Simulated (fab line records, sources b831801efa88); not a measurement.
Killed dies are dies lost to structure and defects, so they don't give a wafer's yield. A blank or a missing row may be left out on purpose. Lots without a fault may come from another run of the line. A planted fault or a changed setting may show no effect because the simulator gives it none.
Tool commonality check | flow sky130 | 10 lots, 33 wafers sampled

WHY IT WAS OPENED
At SKY_VT_ADJUST_HVTP_TW_MEAS_11 the reading VT_ADJUST_HVTP_TW is flagged on 1 of 10 lots. Wafers without a fault read 1360, standard deviation 13.
Rule: a lot is flagged when every wafer of it that has a number lies more than 4 standard deviations from that mean, or none has a number. The other lots count as sound.

lot  | measured     | on            | VT_ADJUST_HVTP_TW, wafer by wafer | flag
L881 | day 6 17:38  | film_metro-02 | 1374 1378 1377                    |
L882 | day 7 01:52  | film_metro-01 | 1359 1355 1357                    |
L883 | day 7 11:32  | film_metro-01 | 1356 1356 1359                    |
L884 | day 7 13:44  | film_metro-02 | 30 30 30 30 30 30                 | FLAGGED
L888 | day 8 13:38  | film_metro-01 | 1349 1355 1350                    |
L894 | day 10 16:55 | film_metro-04 | 1336 1335 1338                    |
L896 | day 11 02:04 | film_metro-02 | 1369 1373 1373                    |
L899 | day 11 20:14 | film_metro-01 | 1353 1353 1356                    |
L900 | day 11 23:52 | film_metro-02 | 1370 1363 1366                    |
L901 | day 12 06:37 | film_metro-02 | 1368 1369 1365                    |
The numbers of the flagged lots are 30 on average: -1330 against the usual, or -99 or more standard deviations.

WHICH TOOL RAN EACH LOT
The record holds 1 process step before the reading, out of a route of 708 steps. In each cell: the tool, then ch and the chambers that the sampled wafers went through, then the start.
lot  | flag    | SKY_VT_ADJUST_HVTP_EXPOSE_04
L881 |         | iline_stepper-02 ch 0, day 6 07:47
L882 |         | iline_stepper-01 ch 0, day 6 16:27
L883 |         | iline_stepper-02 ch 0, day 7 00:57
L884 | FLAGGED | iline_stepper-01 ch 0, day 7 03:10
L888 |         | iline_stepper-01 ch 0, day 8 02:43
L894 |         | iline_stepper-02 ch 0, day 10 04:36
L896 |         | iline_stepper-01 ch 0, day 10 15:10
L899 |         | iline_stepper-02 ch 0, day 11 07:53
L900 |         | iline_stepper-02 ch 0, day 11 12:01
L901 |         | iline_stepper-01 ch 0, day 11 18:57
What these steps do:
- SKY_VT_ADJUST_HVTP_EXPOSE_04: exposes mask HVTPM, target cd 380 nm.
- SKY_VT_ADJUST_HVTP_TW_MEAS_11

FLAGGED OVER TOTAL, TOOL BY TOOL (the gauges that took the reading come last)
step                          | tool             | lots run | flagged | share of the flagged lots | sound lots run after its first flagged lot
SKY_VT_ADJUST_HVTP_EXPOSE_04  | iline_stepper-01 | 5        | 1       | all                       | 3 (L888,L896,L901)
SKY_VT_ADJUST_HVTP_EXPOSE_04  | iline_stepper-02 | 5        | 0       | none                      | -
SKY_VT_ADJUST_HVTP_TW_MEAS_11 | film_metro-01    | 4        | 0       | none                      | -
SKY_VT_ADJUST_HVTP_TW_MEAS_11 | film_metro-02    | 5        | 1       | all                       | 3 (L896,L900,L901)
SKY_VT_ADJUST_HVTP_TW_MEAS_11 | film_metro-04    | 1        | 0       | none                      | -

WHAT THE TABLE ALLOWS
2 rows of the table ran every flagged lot: iline_stepper-01 at SKY_VT_ADJUST_HVTP_EXPOSE_04, film_metro-02 at SKY_VT_ADJUST_HVTP_TW_MEAS_11.
- iline_stepper-01 at SKY_VT_ADJUST_HVTP_EXPOSE_04: 1 of its 5 lots flagged. Sound lots ran on it after the first flagged one (L888, L896, L901), which a lasting fault on the whole tool wouldn't allow.
- film_metro-02 at SKY_VT_ADJUST_HVTP_TW_MEAS_11: 1 of its 5 lots flagged. Sound lots ran on it after the first flagged one (L896, L900, L901), which a lasting fault on the whole tool wouldn't allow.
No row of the table ran every flagged lot and no sound lot after the first.

WHAT THE SIMULATOR HAD PUT IN
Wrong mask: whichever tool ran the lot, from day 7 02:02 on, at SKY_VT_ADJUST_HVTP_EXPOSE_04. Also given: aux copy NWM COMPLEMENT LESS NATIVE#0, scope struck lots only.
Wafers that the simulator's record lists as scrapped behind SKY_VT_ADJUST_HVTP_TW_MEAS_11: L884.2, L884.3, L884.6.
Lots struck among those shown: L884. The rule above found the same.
